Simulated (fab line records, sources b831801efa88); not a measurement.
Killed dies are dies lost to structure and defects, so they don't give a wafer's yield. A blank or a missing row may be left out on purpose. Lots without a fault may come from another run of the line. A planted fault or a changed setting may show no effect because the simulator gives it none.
fab line records | flow sky130
record lots=7 wafers=21 last_day=50
route steps=708 shown SONOS_TUNNEL@158 SONOS_ONO@168 PAD_OPEN@708
lots that met no fault: from a run of the same line without faults
start_h: hours from the record's first day to the start of the lot's first wafer shown | wait_h: hours since the lot's step before | " the same as in the row above | L1.1+2: a row that stands for several wafers | - no value, or no start given | * or withheld: withheld | < > ~ a bound
route shown NAME@n: a module of which the file shows steps, and the number in the route of the first | usual: mean/standard deviation of fault-free wafers | same: alike in all rows | chamber/n: place in a boat | sites: the reading at each site | _std_site: their standard deviation | _edge_site: outer sites' mean less inner sites' | radius_mm: how far each site lies from the wafer's centre | mask NAME#n: copy n | behind: the tool/chamber that last shaped the wafer | hold: why the lot was held/for how many hours/how that ended | device: the transistor (n, p or np) that didn't switch | end of line: the same wafers' tests at the end of the route | a step without rows: its recipe alone | killed: dies lost to structure and defects at the first sort, not the wafer's yield | map: a wafer's dies, x killed, . not, _ none there
set.NAME: the setting as run; set.NAME@STEP: as run at that earlier step | model.NAME: the simulator's own value behind a step, which no gauge read
lots at some steps of the route; a table a step, a row a wafer
services: from which hour (start_h, from the record's first day; less than 0 if before it) a tool's chamber was out of use, for how many hours, and why
## steps
# step SKY_SONOS_TUNNEL_EXPOSE_04
# recipe mask_id=TUNM na=0.6 source_shape=conventional sigma_outer=0.6 polarization=unpolarized target_cd_nm=410 dose_mj=136
# step SKY_SONOS_TUNNEL_PEB_05
# recipe temp_c=withheld time_s=* resist=NOVOLAK
# step SKY_SONOS_TUNNEL_DEVELOP_06
# recipe resist=NOVOLAK developer=TMAH develop_time_s=58.7 dev_temp_c=23
# step SKY_SONOS_TUNNEL_CD_MEAS_07
# recipe target_cd_nm=410
# usual cd_nm=410.9/2.5
# columns lot.wafer tool chamber start_h wait_h cd_nm
L152.1 cd_sem-02 - 252.76 0.1 413.0
L152.5 " - " " 410.6
L152.6 " - " " 412.9
L155.2 cd_sem-02 - 296.30 0.1 410.9
L155.3 " - " " 412.9
L155.4 " - " " 411.5
L156.1 cd_sem-02 - 301.06 0.1 409.7
L156.2 " - " " 406.5
L156.4 " - " " 410.3
L158.1 cd_sem-02 - 311.73 0.1 409.7
L158.3 " - " " 410.0
L158.5 " - " " 409.8
L157.1 cd_sem-02 - 314.19 0.1 410.4
L157.2 " - " " 406.8
L157.3 " - " " 409.8
L168.2 cd_sem-02 - 388.60 0.1 413.8
L168.3 " - " " 409.8
L168.6 " - " " 409.6
L174.1 cd_sem-02 - 433.34 0.1 411.4
L174.3 " - " " 413.6
L174.4 " - " " 411.2
# step SKY_SONOS_TUNNEL_OVL_MEAS_08
# usual SONOS_TUNNEL_OVL=0.3/1.2
# columns lot.wafer tool chamber start_h wait_h SONOS_TUNNEL_OVL[nm]
L152.1 overlay-01 - 252.88 0.1 -1.1
L152.5 " - " " -0.4
L152.6 " - " " 0.5
L155.2 overlay-01 - 296.41 0.1 1.6
L155.3 " - " " -0.5
L155.4 " - " " 1.1
L156.1 overlay-01 - 301.18 0.1 2.4
L156.2 " - " " -0.1
L156.4 " - " " 1.3
L158.1 overlay-02 - 311.85 0.1 1.6
L158.3 " - " " 0.7
L158.5 " - " " 1.5
L157.1 overlay-01 - 314.31 0.1 1.4
L157.2 " - " " 0.9
L157.3 " - " " 2.4
L168.2 overlay-02 - 388.71 0.1 1.4
L168.3 " - " " 0.2
L168.6 " - " " 0.7
L174.1 overlay-02 - 433.46 0.1 -0.8
L174.3 " - " " 2.1
L174.4 " - " " 1.9
# step SKY_SONOS_TUNNEL_IMPLANT_09
# recipe species=B energy_kev=20 dose_cm2=1e+12 tilt_deg=withheld
# step SKY_SONOS_TUNNEL_WET_ETCH_10
# recipe chemistry=dHF target_depth_nm=14 target=SiO2 dilution=100:1 temp_c=25 time_s=280
# step SKY_SONOS_TUNNEL_STRIP_11
# recipe chemistry=SPM time_s=600 temp_c=130
# step SKY_SONOS_TUNNEL_TW_MEAS_12
# usual SONOS_TUNNEL_TW=198.5/2.3
# columns lot.wafer tool chamber start_h wait_h SONOS_TUNNEL_TW
L152.1 film_metro-04 - 253.34 0.0 199.4
L152.5 " - " " 200.1
L152.6 " - " " 200.3
L155.2 film_metro-04 - 296.88 0.0 199.7
L155.3 " - " " 199.8
L155.4 " - " " 199.3
L156.1 film_metro-01 - 301.63 0.0 197.0
L156.2 " - " " 196.6
L156.4 " - " " 197.6
L158.1 film_metro-04 - 312.31 0.0 199.8
L158.3 " - " " 200.1
L158.5 " - " " 199.2
L157.1 film_metro-01 - 314.79 0.0 196.4
L157.2 " - " " 195.6
L157.3 " - " " 195.4
L168.2 film_metro-03 - 389.16 0.0 197.3
L168.3 " - " " 196.5
L168.6 " - " " 195.5
L174.1 film_metro-01 - 433.95 0.0 196.0
L174.3 " - " " 195.6
L174.4 " - " " 194.7
# step SKY_SONOS_TUNNEL_CLEAN_13
# recipe chemistry=dHF time_s=20 dilution=100:1 dry=ipa_marangoni
# step SKY_SONOS_ONO_OXIDATION_00
# recipe temp_c=800 ambient=O2 idle_temp_c=700 ramp_up_c_per_min=10 ramp_down_c_per_min=3 stabilise_s=600 purge_s=300 target_thk_a=26 ox_time_s=1249
# step SKY_SONOS_ONO_THK_MEAS_01
# recipe reads=SiO2_of_SONOS_ONO_OXIDATION_00
# usual SONOS_ONO_OXIDATION_THK=2.62/0.049
# columns lot.wafer tool chamber start_h wait_h SONOS_ONO_OXIDATION_THK[nm]
L152.1 film_metro-02 - 254.77 0.0 2.62
L152.5 " - " " 2.63
L152.6 " - " " 2.53
L155.2 film_metro-03 - 299.57 0.0 2.70
L155.3 " - " " 2.64
L155.4 " - " " 2.59
L156.1 film_metro-01 - 305.55 0.0 2.67
L156.2 " - " " 2.66
L156.4 " - " " 2.66
L158.1 film_metro-02 - 314.51 0.0 2.66
L158.3 " - " " 2.63
L158.5 " - " " 2.63
L157.1 film_metro-02 - 317.11 0.0 2.63
L157.2 " - " " 2.58
L157.3 " - " " 2.50
L168.2 film_metro-02 - 391.65 0.0 2.53
L168.3 " - " " 2.58
L168.6 " - " " 2.59
L174.1 film_metro-01 - 436.03 0.0 2.62
L174.3 " - " " 2.60
L174.4 " - " " 2.56
# step SKY_SONOS_ONO_CVD_02
# recipe material=Si3N4 precursor=DCS/NH3 target_thk_nm=10.5 temp_c=770 time_s=180 pressure_mtorr=250
# columns lot.wafer tool chamber start_h wait_h model.Si3N4_of_SONOS_ONO_CVD_02.thk_nm
L152.1 lpcvd-02 1 256.30 1.5 10.63
L152.5 " 1 " " 10.49
L152.6 " 1 " " 10.57
L155.2 lpcvd-02 1 300.29 0.7 10.7
L155.3 " 1 " " 10.57
L155.4 " 1 " " 10.67
L156.1 lpcvd-02 1 306.80 1.2 7.863
L156.2 " 1 " " 7.729
L156.4 " 1 " " 7.843
L158.1 lpcvd-02 1 314.57 0.1 7.665
L158.3 " 1 " " 7.643
L158.5 " 1 " " 7.739
L157.1 lpcvd-02 1 317.17 0.1 7.617
L157.2 " 1 " " 7.75
L157.3 " 1 " " 7.591
L168.2 lpcvd-02 1 394.45 2.8 10.59
L168.3 " 1 " " 10.5
L168.6 " 1 " " 10.53
L174.1 lpcvd-02 0 436.09 0.1 10.44
L174.3 " 0 " " 10.55
L174.4 " 0 " " 10.52
# step SKY_SONOS_ONO_THK_MEAS_03
# recipe reads=Si3N4_of_SONOS_ONO_CVD_02
# usual SONOS_ONO_CVD_02_THK=10.52/0.12
# columns lot.wafer tool chamber start_h wait_h hold SONOS_ONO_CVD_02_THK[nm]
L152.1 film_metro-01 - 257.35 0.0 - 10.61
L152.5 " - " " - 10.52
L152.6 " - " " - 10.53
L155.2 film_metro-01 - 301.87 0.0 - 10.70
L155.3 " - " " - 10.63
L155.4 " - " " - 10.67
L156.1 film_metro-03 - 307.85 0.0 await_dispo/0.2h/release 7.82
L156.2 " - " " await_dispo/0.2h/release 7.74
L156.4 " - " " await_dispo/0.2h/release 7.86
L156.1 film_metro-03 - 308.07 0.2 - 7.87
L156.2 " - " " - 7.73
L156.4 " - " " - 7.82
L158.1 film_metro-03 - 315.62 0.0 await_dispo/0.2h/release 7.58
L158.3 " - " " await_dispo/0.2h/release 7.66
L158.5 " - " " await_dispo/0.2h/release 7.70
L158.1 film_metro-03 - 315.85 0.2 - 7.65
L158.3 " - " " - 7.68
L158.5 " - " " - 7.75
L157.1 film_metro-03 - 318.22 0.0 await_dispo/0.2h/release 7.60
L157.2 " - " " await_dispo/0.2h/release 7.72
L157.3 " - " " await_dispo/0.2h/release 7.62
L157.1 film_metro-03 - 318.47 0.2 - 7.66
L157.2 " - " " - 7.69
L157.3 " - " " - 7.60
L168.2 film_metro-03 - 395.51 0.0 - 10.63
L168.3 " - " " - 10.57
L168.6 " - " " - 10.55
L174.1 film_metro-01 - 437.14 0.0 - 10.46
L174.3 " - " " - 10.57
L174.4 " - " " - 10.54
# step SKY_PAD_OPEN_PROBE_99
# usual killed_at_M0_to_M3=43/6.9 killed_at_M4_up=3.0/1.8 killed_at_contacts=24/4.8 killed_at_front_end=15/4.5 killed_at_other=0.4/0.67 killed_dies=86/9.2 killed_open=46/6.9 killed_short=39/6
# same gross_dies=492 killed_at_back_side=0
# columns lot.wafer tool chamber start_h wait_h killed_at_M0_to_M3 killed_at_M4_up killed_at_contacts killed_at_front_end killed_at_other killed_dies killed_open killed_short model.etest.sonos_uncharged.r_on_ohm_um model.etest.sonos_erased.drive_ua_um model.etest.cap_ono.gate_log10_a_cm2 model.etest.cap_ono.gate_bv_v model.etest.cap_ono.tox_acc_nm model.etest.sonos_programmed.vt_v model.etest.sonos_baked.vt_less_v model.etest.sonos_erased.vt_v
L152.1 prober-01 - 1079.68 0.1 45 2 21 21 0 89 49 40 832 170.5 -8.177 16.92 13.08 1.372 -0.4929 -2.194
L152.5 prober-01 - 1079.88 0.2 49 3 26 15 0 93 52 41 821.4 207.5 -8.062 16.78 13.07 1.401 -0.4821 -2.267
L152.6 prober-01 - 1079.93 0.2 43 7 22 16 0 88 46 41 816 193.4 -8.158 16.5 13.02 1.373 -0.4822 -2.255
L155.2 prober-02 - 1117.43 0.1 46 2 30 25 0 103 55 47 824.8 161.3 -8.326 16.78 13.18 1.346 -0.4579 -2.117
L155.3 prober-02 - 1117.48 0.2 52 5 21 17 2 97 53 42 819.5 183.4 -8.15 16.76 13.06 1.413 -0.4615 -2.179
L155.4 prober-02 - 1117.53 0.2 48 1 23 18 1 91 46 45 833 164 -8.166 16.64 13.1 1.336 -0.4073 -2.165
L156.1 prober-01 - 1122.22 0.1 42 2 17 10 0 71 36 35 767.4 210.1 -6.584 15.03 11.8 1.822 -0.75 -2.471
L156.2 prober-01 - 1122.27 0.1 43 6 23 17 0 89 45 44 771.3 225.3 -6.383 15.25 11.63 1.787 -0.735 -2.487
L156.4 prober-01 - 1122.37 0.2 45 3 26 16 0 90 48 42 761.1 252.4 -6.323 14.69 11.6 1.84 -0.8089 -2.535
L158.1 prober-02 - 1126.47 0.1 36 2 29 12 1 80 41 39 742.5 212 -5.989 15.13 11.43 1.803 -0.765 -2.47
L158.3 prober-02 - 1126.57 0.2 37 3 23 12 0 75 46 29 778.4 216.1 -6.323 14.63 11.61 1.829 -0.8213 -2.49
L158.5 prober-02 - 1126.67 0.2 36 2 17 19 0 74 37 36 756.6 226.9 -6.292 15.21 11.61 1.843 -0.7778 -2.495
L157.1 prober-01 - 1128.34 0.1 31 1 26 19 1 78 39 39 750 242.4 -6.208 14.74 11.51 1.826 -0.7966 -2.523
L157.2 prober-01 - 1128.39 0.1 50 2 25 21 0 98 55 43 761.5 235.1 -6.195 15.13 11.57 1.857 -0.8517 -2.536
L157.3 prober-01 - 1128.44 0.2 45 2 21 11 0 79 46 33 753.2 203.7 -6.051 15.12 11.44 1.854 -0.8597 -2.504
L168.2 prober-02 - 1177.01 0.1 52 4 24 13 0 93 48 45 828.4 182 -8.069 16.8 12.94 1.42 -0.4528 -2.276
L168.3 prober-02 - 1177.06 0.2 42 3 30 17 0 92 58 34 810.5 208 -7.972 16.73 12.93 1.468 -0.5321 -2.325
L168.6 prober-02 - 1177.21 0.2 40 0 20 20 0 80 48 30 816.5 220.1 -8.001 16.56 12.95 1.45 -0.5225 -2.331
L174.1 prober-02 - 1199.84 0.1 50 2 23 8 0 83 44 39 824.3 183.8 -8.118 16.69 13.02 1.408 -0.5154 -2.245
L174.3 prober-02 - 1199.94 0.2 50 5 21 10 1 87 42 45 836 152.6 -8.272 16.78 13.18 1.331 -0.4893 -2.15
L174.4 prober-02 - 1199.99 0.2 42 2 20 20 1 85 46 39 821 194.8 -8.193 16.61 13.13 1.372 -0.502 -2.225
# killed by level:class
L152.1 VIA2:geometric_particle:open=12 POLY_GATE:geometric_particle:open=9 CONTACT:geometric_particle:open=9 METAL2:geometric_particle:short=8 POLY_GATE:geometric_particle:short=6 LOCAL_INTERCONNECT:geometric_particle:short=6 VIA1:geometric_particle:open=5 VIA1:geometric_particle:short=5
L152.5 VIA1:geometric_particle:open=10 VIA3:geometric_particle:open=10 LI_CONTACT:geometric_particle:open=7 METAL1:geometric_particle:short=6 CONTACT:geometric_particle:open=5 LOCAL_INTERCONNECT:geometric_particle:short=5 VIA2:geometric_particle:open=5 LI_CONTACT:geometric_particle:short=4
L152.6 CONTACT:geometric_particle:open=10 METAL2:geometric_particle:short=8 VIA3:geometric_particle:open=7 LI_CONTACT:geometric_particle:open=6 VIA1:geometric_particle:open=6 METAL1:geometric_particle:short=5 VIA1:geometric_particle:short=4 POLY_GATE:geometric_particle:open=4
L155.2 CONTACT:geometric_particle:open=12 VIA3:geometric_particle:open=10 VIA1:geometric_particle:open=10 POLY_GATE:geometric_particle:short=8 LI_CONTACT:geometric_particle:open=8 VIA1:geometric_particle:short=6 CONTACT:geometric_particle:short=6 VIA2:geometric_particle:open=6
L155.3 VIA1:geometric_particle:open=13 VIA2:geometric_particle:open=10 METAL2:geometric_particle:short=9 CONTACT:geometric_particle:short=7 LI_CONTACT:geometric_particle:open=6 VIA3:geometric_particle:open=6 POLY_GATE:geometric_particle:open=5 FIELD_ISO:geometric_particle:short=4
L155.4 VIA1:geometric_particle:open=16 LI_CONTACT:geometric_particle:open=7 FIELD_ISO:geometric_particle:short=6 VIA1:geometric_particle:short=6 VIA3:geometric_particle:open=6 LI_CONTACT:geometric_particle:short=5 METAL2:geometric_particle:short=5 POLY_GATE:geometric_particle:open=4
L156.1 VIA1:geometric_particle:open=10 VIA3:geometric_particle:open=7 VIA1:geometric_particle:short=6 CONTACT:geometric_particle:open=5 VIA2:geometric_particle:open=5 LOCAL_INTERCONNECT:geometric_particle:short=4 CONTACT:geometric_particle:short=4 FIELD_ISO:geometric_particle:short=3
L156.2 VIA1:geometric_particle:open=16 LI_CONTACT:geometric_particle:open=8 CONTACT:geometric_particle:open=7 METAL1:geometric_particle:short=6 METAL2:geometric_particle:short=5 METAL4:geometric_particle:short=5 POLY_GATE:geometric_particle:short=4 LOCAL_INTERCONNECT:geometric_particle:short=4
L156.4 LI_CONTACT:geometric_particle:open=10 VIA1:geometric_particle:open=10 METAL1:geometric_particle:short=8 VIA2:geometric_particle:open=7 FIELD_ISO:geometric_particle:short=5 METAL2:geometric_particle:short=5 LOCAL_INTERCONNECT:geometric_particle:short=5 VIA3:geometric_particle:open=5
L158.1 CONTACT:geometric_particle:open=8 VIA1:geometric_particle:open=8 CONTACT:geometric_particle:short=7 VIA3:geometric_particle:short=6 LI_CONTACT:geometric_particle:open=6 LOCAL_INTERCONNECT:geometric_particle:short=5 METAL2:geometric_particle:short=5 VIA2:geometric_particle:open=5
L158.3 CONTACT:geometric_particle:open=12 VIA1:geometric_particle:open=10 METAL2:geometric_particle:open=5 FIELD_ISO:geometric_particle:open=4 LOCAL_INTERCONNECT:geometric_particle:short=4 LI_CONTACT:geometric_particle:open=4 METAL3:geometric_particle:short=3 POLY_GATE:geometric_particle:short=3
L158.5 VIA1:geometric_particle:open=8 CONTACT:geometric_particle:open=7 POLY_GATE:geometric_particle:short=6 METAL1:geometric_particle:short=5 VIA2:geometric_particle:open=5 LI_CONTACT:geometric_particle:open=4 VIA2:geometric_particle:short=4 FIELD_ISO:geometric_particle:open=3
L157.1 VIA1:geometric_particle:open=10 CONTACT:geometric_particle:open=9 POLY_GATE:geometric_particle:open=6 LOCAL_INTERCONNECT:geometric_particle:short=5 VIA1:geometric_particle:short=5 METAL2:geometric_particle:short=5 FIELD_ISO:geometric_particle:open=4 FIELD_ISO:geometric_particle:short=4
L157.2 VIA1:geometric_particle:open=14 LI_CONTACT:geometric_particle:open=8 CONTACT:geometric_particle:open=8 FIELD_ISO:geometric_particle:open=6 METAL2:geometric_particle:short=6 METAL1:geometric_particle:short=6 VIA2:geometric_particle:open=6 VIA1:geometric_particle:short=5
L157.3 VIA1:geometric_particle:open=11 VIA2:geometric_particle:open=9 CONTACT:geometric_particle:short=7 CONTACT:geometric_particle:open=7 METAL2:geometric_particle:short=6 LI_CONTACT:geometric_particle:open=6 FIELD_ISO:geometric_particle:short=4 FIELD_ISO:geometric_particle:open=3
L168.2 CONTACT:geometric_particle:open=12 METAL1:geometric_particle:short=12 LI_CONTACT:geometric_particle:open=8 VIA1:geometric_particle:short=8 VIA1:geometric_particle:open=8 VIA2:geometric_particle:open=6 VIA3:geometric_particle:open=5 FIELD_ISO:geometric_particle:short=4
L168.3 VIA1:geometric_particle:open=13 LI_CONTACT:geometric_particle:open=12 CONTACT:geometric_particle:open=8 VIA3:geometric_particle:open=7 VIA2:geometric_particle:open=6 FIELD_ISO:geometric_particle:open=5 VIA1:geometric_particle:short=5 POLY_GATE:geometric_particle:short=5
L168.6 CONTACT:geometric_particle:open=9 VIA1:geometric_particle:open=9 LI_CONTACT:geometric_particle:open=7 FIELD_ISO:geometric_particle:short=6 VIA2:geometric_particle:open=6 FIELD_ISO:geometric_particle:open=6 VIA3:geometric_particle:open=5 METAL1:geometric_particle:short=4
L174.1 VIA3:geometric_particle:open=12 VIA1:geometric_particle:open=9 METAL1:geometric_particle:short=7 VIA1:geometric_particle:short=6 CONTACT:geometric_particle:short=6 CONTACT:geometric_particle:open=6 LI_CONTACT:geometric_particle:open=5 METAL2:geometric_particle:short=3
L174.3 VIA1:geometric_particle:open=13 METAL1:geometric_particle:short=9 LOCAL_INTERCONNECT:geometric_particle:short=7 VIA3:geometric_particle:open=6 FIELD_ISO:geometric_particle:short=5 VIA2:geometric_particle:open=5 VIA1:geometric_particle:short=5 LI_CONTACT:geometric_particle:open=4
L174.4 VIA1:geometric_particle:open=13 LOCAL_INTERCONNECT:geometric_particle:short=7 VIA1:geometric_particle:short=7 POLY_GATE:geometric_particle:open=6 FIELD_ISO:geometric_particle:short=5 LOCAL_INTERCONNECT:geometric_particle:open=5 LI_CONTACT:geometric_particle:open=4 VIA3:geometric_particle:open=4
## services
# columns tool chamber start_h hours kind
lpcvd-02 - 261.45 2.6 repair
## key
first_sign step=SKY_SONOS_ONO_THK_MEAS_03 reading=visit direction=added
effect step=SKY_SONOS_ONO_THK_MEAS_03 reading=SONOS_ONO_CVD_02_THK direction=down sigmas=24 usual=10.52 struck=7.70
model_effect step=SKY_SONOS_ONO_CVD_02 value=Si3N4_of_SONOS_ONO_CVD_02.thk_nm without=10.45 struck=7.716
model_effect step=SKY_PAD_OPEN_PROBE_99 value=etest.sonos_uncharged.r_on_ohm_um without=806.6 struck=760.2
met_at SKY_SONOS_ONO_CVD_02
struck_wafers L156.1,L156.2,L156.4,L157.1,L157.2,L157.3,L158.1,L158.3,L158.5
tester_left_out L156,L157,L158
onset_between 300.29 306.80
fault kind=process_parameter_drift tool=lpcvd-02 chamber=- onset_h=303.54 steps=SKY_SONOS_ONO_CVD_02 channel=target_thk_nm offset=-2.7385 shape=step end_h=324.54 acts_in=these_recipes_only stated=10.5
# tester_left_out: of these lots the tester's yield and bins aren't shown, on N5 and GAA mostly nor the transistor test; their killed dies are dies lost to structure and defects alone, not to doping, threshold or leakage, so they don't give the yield
